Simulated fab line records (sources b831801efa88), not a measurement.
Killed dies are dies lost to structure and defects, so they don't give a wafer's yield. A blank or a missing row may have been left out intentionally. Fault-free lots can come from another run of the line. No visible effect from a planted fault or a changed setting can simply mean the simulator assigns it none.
Chamber matching    flow sky130    rie-si-02 running SKY_POLY_GATE_ETCH_17: 4 sister chambers
The step etches poly-Si in HBr/Cl2, stops on SiO2, target depth 180 nm, time 70.5 s. 4 wafers are shown with their chamber, then 6 later ones without.

WAFERS PAIRED WITH THEIR CHAMBERS
wafer   chamber  drypump-motor-current-A (A)
L219.3  2        5.1
L223.2  1        6.0
L228.2  0        5.4
L228.3  3        6.2

WAFERS WITH NO CHAMBER GIVEN
wafer   drypump-motor-current-A (A)
L228.6  5.1
L230.3  6.1
L230.4  6.0
L230.6  6.0
L229.1  5.1
L229.5  6.0

THE CHAMBER EACH PASSED THROUGH
wafer   from the rows above      in truth
L228.6  2                        2
L230.3  can't be placed: 1 or 3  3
L230.4  1                        1
L230.6  1                        1
L229.1  2                        2
L229.5  1                        1
Placed correctly: 5 of 6. Not placeable from these rows: 1 (in 1, the candidates include the true chamber). Wrongly placed: 0.
How it was worked out, from the rows above alone: a wafer's distance from a chamber is the root of the sum, over the readings, of the square of ((its reading less the chamber's mean) divided by the reading's scatter). The wafer belongs to the nearest chamber; if the next one is less than 2 further off, it can't be placed. For every chamber, the mean is computed from those of its wafers that are shown. The scatter (one wafer shown for each chamber): square how far every hidden wafer sits from the nearest shown wafer, average those squares and take the square root.
